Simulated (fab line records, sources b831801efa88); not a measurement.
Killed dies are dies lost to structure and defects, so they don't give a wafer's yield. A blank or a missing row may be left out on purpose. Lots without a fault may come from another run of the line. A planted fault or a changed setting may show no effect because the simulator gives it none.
fab line records | flow sky130 | part 2 of 2: steps 29 to 29 of 29
record lots=7 wafers=21 last_day=50
route steps=708 shown METAL3@561 VIA3@573 PAD_OPEN@708
lots that met no fault: from a run of the same line without faults
start_h: hours from the record's first day to the start of the lot's first wafer shown | wait_h: hours since the lot's step before | " the same as in the row above | L1.1+2: a row that stands for several wafers | - no value, or no start given | * or withheld: withheld | < > ~ a bound
route shown NAME@n: a module of which the file shows steps, and the number in the route of the first | usual: mean/standard deviation of fault-free wafers | same: alike in all rows | chamber/n: place in a boat | sites: the reading at each site | _std_site: their standard deviation | _edge_site: outer sites' mean less inner sites' | radius_mm: how far each site lies from the wafer's centre | mask NAME#n: copy n | behind: the tool/chamber that last shaped the wafer | hold: why the lot was held/for how many hours/how that ended | device: the transistor (n, p or np) that didn't switch | end of line: the same wafers' tests at the end of the route | a step without rows: its recipe alone | killed: dies lost to structure and defects at the first sort, not the wafer's yield | map: a wafer's dies, x killed, . not, _ none there
set.NAME: the setting as run; set.NAME@STEP: as run at that earlier step | model.NAME: the simulator's own value behind a step, which no gauge read
lots at some steps of the route; a table a step, a row a wafer
services: from which hour (start_h, from the record's first day; less than 0 if before it) a tool's chamber was out of use, for how many hours, and why
## steps
# step SKY_PAD_OPEN_PROBE_99
# usual defect_limited_yield=82.3/2 killed_at_M0_to_M3=43/6.7 killed_at_M4_up=3.0/1.9 killed_at_contacts=25/5.4 killed_at_front_end=16/4.5 killed_at_other=0.4/0.62 killed_dies=87/9.6 killed_on_rim=17/3.6 killed_open=47/7 killed_short=39/6.1 sort_bin_3_pad_short=0.9/0.43 sort_bin_5_function=10.4/1.6 sort_bin_6_memory=6.3/0.99 sort_n_pass=405/9.6 sort_yield_pct=82.3/2
# same gross_dies=492 killed_at_back_side=0 sort_bin_4_leakage[%]=0 sort_bin_8_speed[%]=0
# columns lot.wafer tool chamber start_h wait_h defect_limited_yield[%] killed_at_M0_to_M3 killed_at_M4_up killed_at_contacts killed_at_front_end killed_at_other killed_dies killed_on_rim killed_open killed_short sort_bin_3_pad_short[%] sort_bin_5_function[%] sort_bin_6_memory[%] sort_n_pass sort_yield_pct[%]
L989.3 prober-02 - 1118.02 0.2 85.2 35 4 15 18 1 73 14 41 32 0.6 8.7 5.5 419 85.2
L989.4 prober-02 - 1118.07 0.2 82.3 46 2 24 15 0 87 16 46 41 1.2 11.0 5.5 405 82.3
L989.5 prober-02 - 1118.12 0.2 79.7 60 4 19 17 0 100 13 59 41 1.0 12.2 7.1 392 79.7
L993.2 prober-02 - 1137.43 0.1 83.1 46 5 23 9 0 83 14 51 32 1.0 8.3 7.5 409 83.1
L993.3 prober-02 - 1137.48 0.2 82.1 47 1 25 14 1 88 19 48 40 0.6 10.8 6.5 404 82.1
L993.6 prober-02 - 1137.63 0.2 81.7 56 2 23 9 0 90 17 48 41 0.4 11.2 6.7 402 81.7
L994.3 prober-01 - 1147.92 0.2 0 483 0 4 5 0 492 96 9 8 26.6 68.7 4.7 0 0
L994.5 prober-01 - 1148.02 0.2 0 480 3 3 6 0 492 96 10 8 22.2 74.6 3.3 0 0
L994.6 prober-01 - 1148.07 0.2 0 480 1 4 7 0 492 96 17 7 24.6 71.7 3.7 0 0
L995.1 prober-02 - 1151.68 0.1 0 478 4 3 6 1 492 96 15 6 25.0 71.7 3.3 0 0
L995.2 prober-02 - 1151.73 0.1 0 482 2 2 6 0 492 96 10 6 22.8 73.6 3.7 0 0
L995.5 prober-02 - 1151.88 0.2 0 485 1 4 1 1 492 96 8 8 23.6 72.2 4.3 0 0
L996.2 prober-01 - 1155.99 0.1 0 477 5 3 7 0 492 96 8 11 23.8 73.2 3.0 0 0
L996.3 prober-01 - 1156.04 0.2 0 485 1 4 1 1 492 96 6 4 22.6 74.8 2.6 0 0
L996.5 prober-01 - 1156.14 0.2 0 480 2 7 3 0 492 96 10 8 25.0 72.2 2.8 0 0
L104.1 prober-01 - 1194.04 0.1 81.3 42 4 32 14 0 92 18 44 47 1.4 11.0 6.3 400 81.3
L104.2 prober-01 - 1194.09 0.1 86.8 31 2 17 14 1 65 10 30 35 1.4 6.9 4.9 427 86.8
L104.3 prober-01 - 1194.14 0.2 84.3 36 9 16 16 0 77 16 38 39 0.6 9.8 5.3 415 84.3
L105.1 prober-02 - 1196.39 0.1 82.5 34 1 34 17 0 86 23 51 35 1.0 10.4 6.1 406 82.5
L105.2 prober-02 - 1196.44 0.1 82.1 42 6 23 17 0 88 17 50 38 0.6 9.1 8.1 404 82.1
L105.6 prober-02 - 1196.64 0.2 83.7 40 4 22 14 0 80 17 38 42 0.2 10.4 5.7 412 83.7
# killed by level:class
L989.3 VIA1:geometric_particle:open=13 CONTACT:geometric_particle:open=5 FIELD_ISO:geometric_particle:open=4 FIELD_ISO:geometric_particle:short=4 POLY_GATE:geometric_particle:open=4 POLY_GATE:geometric_particle:short=4 LI_CONTACT:geometric_particle:open=4 LOCAL_INTERCONNECT:geometric_particle:short=4
L989.4 VIA1:geometric_particle:open=12 LI_CONTACT:geometric_particle:open=9 METAL2:geometric_particle:short=8 METAL1:geometric_particle:short=6 POLY_GATE:geometric_particle:open=5 CONTACT:geometric_particle:open=5 VIA3:geometric_particle:open=5 POLY_GATE:geometric_particle:short=4
L989.5 VIA1:geometric_particle:open=20 VIA1:geometric_particle:short=9 LI_CONTACT:geometric_particle:open=6 CONTACT:geometric_particle:open=6 METAL2:geometric_particle:short=6 FIELD_ISO:geometric_particle:open=5 METAL1:geometric_particle:short=5 VIA3:geometric_particle:open=5
L993.2 LI_CONTACT:geometric_particle:open=11 VIA1:geometric_particle:open=10 VIA3:geometric_particle:open=10 VIA2:geometric_particle:open=8 VIA1:geometric_particle:short=5 METAL2:geometric_particle:short=5 CONTACT:geometric_particle:open=4 LOCAL_INTERCONNECT:geometric_particle:short=4
L993.3 VIA1:geometric_particle:open=9 VIA2:geometric_particle:open=8 CONTACT:geometric_particle:open=7 VIA3:geometric_particle:open=7 CONTACT:geometric_particle:short=6 VIA1:geometric_particle:short=6 LI_CONTACT:geometric_particle:open=5 METAL2:geometric_particle:short=5
L993.6 VIA1:geometric_particle:open=17 CONTACT:geometric_particle:short=9 METAL2:geometric_particle:short=9 VIA3:geometric_particle:open=9 VIA2:geometric_particle:open=7 LI_CONTACT:geometric_particle:short=5 CONTACT:geometric_particle:open=4 POLY_GATE:geometric_particle:open=3
L994.3 VIA3:lost_pattern=474 VIA2:geometric_particle:open=3 POLY_GATE:geometric_particle:short=2 VIA1:geometric_particle:open=1 FIELD_ISO:geometric_particle:short=1 POLY_GATE:geometric_particle:open=1 SPACER:geometric_particle:short=1 LI_CONTACT:geometric_particle:short=1
L994.5 VIA3:lost_pattern=470 VIA1:geometric_particle:open=4 POLY_GATE:geometric_particle:short=3 VIA2:geometric_particle:short=1 POLY_CUT:geometric_particle:open=1 LI_CONTACT:geometric_particle:short=1 LI_CONTACT:geometric_particle:open=1 LOCAL_INTERCONNECT:geometric_particle:short=1
L994.6 VIA3:lost_pattern=465 VIA2:geometric_particle:open=5 FIELD_ISO:geometric_particle:open=3 CONTACT:geometric_particle:open=3 VIA1:geometric_particle:open=3 METAL1:geometric_particle:short=2 POLY_GATE:geometric_particle:short=1 POLY_GATE:geometric_particle:open=1
L995.1 VIA3:lost_pattern=467 VIA1:geometric_particle:open=4 METAL4:area_expose=3 FIELD_ISO:geometric_particle:open=2 POLY_GATE:geometric_particle:open=2 CONTACT:geometric_particle:open=2 VIA2:geometric_particle:open=2 POLY_GATE:geometric_particle:short=1
L995.2 VIA3:lost_pattern=475 VIA3:geometric_particle:open=3 SPACER:geometric_particle:open=2 VIA2:geometric_particle:open=2 FIELD_ISO:geometric_particle:short=1 SONOS_ONO:geometric_particle:open=1 SONOS_ONO:geometric_particle:short=1 POLY_GATE:geometric_particle:open=1
L995.5 VIA3:lost_pattern=474 VIA1:geometric_particle:open=4 LI_CONTACT:geometric_particle:open=2 VIA1:geometric_particle:short=2 METAL2:geometric_particle:short=2 FIELD_ISO:geometric_particle:short=1 CONTACT:geometric_particle:short=1 CONTACT:geometric_particle:open=1
L996.2 VIA3:lost_pattern=472 METAL4:geometric_particle:short=4 FIELD_ISO:geometric_particle:short=3 SPACER:geometric_particle:open=2 FIELD_ISO:geometric_particle:open=1 METAL2:geometric_particle:short=1 POLY_GATE:geometric_particle:open=1 LOCAL_INTERCONNECT:geometric_particle:open=1
L996.3 VIA3:lost_pattern=480 LOCAL_INTERCONNECT:geometric_particle:short=2 VIA3:geometric_particle:open=2 SPACER:geometric_particle:open=1 LI_CONTACT:geometric_particle:open=1 CONTACT:geometric_particle:short=1 VIA1:geometric_particle:open=1 METAL2:geometric_particle:short=1
L996.5 VIA3:lost_pattern=473 CONTACT:geometric_particle:open=3 VIA2:geometric_particle:short=2 LI_CONTACT:geometric_particle:short=2 FIELD_ISO:geometric_particle:open=1 FIELD_ISO:geometric_particle:short=1 SPACER:geometric_particle:open=1 LI_CONTACT:geometric_particle:open=1
L104.1 CONTACT:geometric_particle:open=10 LI_CONTACT:geometric_particle:open=9 VIA1:geometric_particle:open=6 METAL2:geometric_particle:short=6 VIA2:geometric_particle:open=6 VIA1:geometric_particle:short=5 FIELD_ISO:geometric_particle:short=4 POLY_GATE:geometric_particle:short=4
L104.2 FIELD_ISO:geometric_particle:short=8 METAL2:geometric_particle:short=8 LI_CONTACT:geometric_particle:open=6 CONTACT:geometric_particle:open=6 VIA1:geometric_particle:open=5 VIA2:geometric_particle:short=3 CONTACT:geometric_particle:short=3 METAL1:geometric_particle:short=3
L104.3 VIA1:geometric_particle:open=7 METAL4:geometric_particle:short=7 FIELD_ISO:geometric_particle:open=6 METAL1:geometric_particle:short=6 LI_CONTACT:geometric_particle:open=5 VIA2:geometric_particle:open=5 POLY_GATE:geometric_particle:short=4 CONTACT:geometric_particle:open=4
L105.1 LI_CONTACT:geometric_particle:open=12 CONTACT:geometric_particle:open=12 VIA1:geometric_particle:open=9 POLY_GATE:geometric_particle:open=5 METAL2:geometric_particle:short=5 VIA2:geometric_particle:short=5 FIELD_ISO:geometric_particle:short=4 CONTACT:geometric_particle:short=4
L105.2 VIA1:geometric_particle:open=12 LI_CONTACT:geometric_particle:open=11 VIA2:geometric_particle:open=8 CONTACT:geometric_particle:short=5 CONTACT:geometric_particle:open=4 METAL1:geometric_particle:short=4 VIA1:geometric_particle:short=4 METAL4:geometric_particle:short=4
L105.6 CONTACT:geometric_particle:open=8 LOCAL_INTERCONNECT:geometric_particle:short=7 VIA1:geometric_particle:open=7 VIA3:geometric_particle:open=7 VIA1:geometric_particle:short=5 METAL1:geometric_particle:short=4 METAL2:geometric_particle:short=4 VIA3:geometric_particle:short=4
# map L994.3 (x killed, . not)
__________xxxxxxxxxx_________
________xxxxxxxxxxxxxx_______
______xxxxxxxxxxxxxxxxxx_____
_____xxxxxxxxxxxxxxxxxxxx____
____xxxxxxxxxxxxxxxxxxxxxx___
___xxxxxxxxxxxxxxxxxxxxxxxx__
__xxxxxxxxxxxxxxxxxxxxxxxxxx_
_xxxxxxxxxxxxxxxxxxxxxxxxxxxx
_xxxxxxxxxxxxxxxxxxxxxxxxxxxx
_xxxxxxxxxxxxxxxxxxxxxxxxxxxx
_xxxxxxxxxxxxxxxxxxxxxxxxxxxx
_xxxxxxxxxxxxxxxxxxxxxxxxxxxx
_xxxxxxxxxxxxxxxxxxxxxxxxxxxx
_xxxxxxxxxxxxxxxxxxxxxxxxxxxx
_xxxxxxxxxxxxxxxxxxxxxxxxxxxx
__xxxxxxxxxxxxxxxxxxxxxxxxxx_
___xxxxxxxxxxxxxxxxxxxxxxxx__
____xxxxxxxxxxxxxxxxxxxxxx___
_____xxxxxxxxxxxxxxxxxxxx____
______xxxxxxxxxxxxxxxxxx_____
________xxxxxxxxxxxxxx_______
__________xxxxxxxxxx_________
# map L995.1 (x killed, . not)
__________xxxxxxxxxx_________
________xxxxxxxxxxxxxx_______
______xxxxxxxxxxxxxxxxxx_____
_____xxxxxxxxxxxxxxxxxxxx____
____xxxxxxxxxxxxxxxxxxxxxx___
___xxxxxxxxxxxxxxxxxxxxxxxx__
__xxxxxxxxxxxxxxxxxxxxxxxxxx_
_xxxxxxxxxxxxxxxxxxxxxxxxxxxx
_xxxxxxxxxxxxxxxxxxxxxxxxxxxx
_xxxxxxxxxxxxxxxxxxxxxxxxxxxx
_xxxxxxxxxxxxxxxxxxxxxxxxxxxx
_xxxxxxxxxxxxxxxxxxxxxxxxxxxx
_xxxxxxxxxxxxxxxxxxxxxxxxxxxx
_xxxxxxxxxxxxxxxxxxxxxxxxxxxx
_xxxxxxxxxxxxxxxxxxxxxxxxxxxx
__xxxxxxxxxxxxxxxxxxxxxxxxxx_
___xxxxxxxxxxxxxxxxxxxxxxxx__
____xxxxxxxxxxxxxxxxxxxxxx___
_____xxxxxxxxxxxxxxxxxxxx____
______xxxxxxxxxxxxxxxxxx_____
________xxxxxxxxxxxxxx_______
__________xxxxxxxxxx_________
## services
# columns tool chamber start_h hours kind
rie_metal-01 1 939.61 9.6 repair
rie_diel-01 2 942.74 4.6 repair
hdpcvd-01 - 949.00 14.6 pm
rie_diel-03 0 952.73 5.5 repair
rie_metal-01 - 953.63 0.3 repair
rie_metal-03 0 958.85 - clean
rie_metal-03 0 958.85 17.4 scheduled_down
rie_metal-03 0 958.85 17.4 vent_cycle
hdpcvd-01 - 963.60 15.0 pm
hdpcvd-01 - 966.21 2.1 repair
rie_diel-01 0 966.26 1.9 repair
rie_diel-01 1 977.61 3.3 repair
rie_diel-04 2 980.51 1.4 repair
rie_metal-02 - 1002.45 1.4 pm
hdpcvd-01 - 1008.29 2.8 pm
rie_diel-01 2 1012.34 - clean
rie_diel-01 2 1012.34 - consumable_replace:showerhead
rie_diel-01 2 1012.34 15.0 scheduled_down
rie_diel-01 2 1012.34 15.0 vent_cycle
hdpcvd-02 2 1027.38 22.1 repair
rie_metal-03 - 1029.06 2.8 pm
rie_diel-04 3 1045.28 8.9 repair
rie_metal-01 - 1045.64 4.3 pm
rie_diel-02 3 1077.73 5.2 repair
## key
first_sign step=SKY_VIA3_HDPCVD_00 reading=tool_record direction=missing
effect step=SKY_VIA3_BOW_MEAS_03 reading=VIA3_BOW direction=up sigmas=1.3 usual=80 struck=91
effect step=SKY_VIA3_ETCH_15 reading=oes_product_au direction=down sigmas=99+ usual=0.946 struck=0.377
effect step=SKY_PAD_OPEN_PROBE_99 reading=killed_at_M0_to_M3 direction=up sigmas=65 usual=43 struck=481
model_effect step=SKY_VIA3_ETCH_15 value=etch.depth_nm without=465.8 struck=0
met_at SKY_VIA3_HDPCVD_00
struck_wafers L994.3,L994.5,L994.6,L995.1,L995.2,L995.5,L996.2,L996.3,L996.5
later_rows_left_out L994.3,L994.5,L994.6,L995.1,L995.2,L995.5,L996.2,L996.3,L996.5
onset_between 978.87 990.37
fault kind=skipped_step_whole tool=hdpcvd-01,hdpcvd-02 chamber=- onset_h=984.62 steps=SKY_VIA3_HDPCVD_00 scope=struck_lots_only
# later_rows_left_out: the simulator's readings of these wafers behind a module that went badly wrong aren't trusted and aren't shown, but for the sort
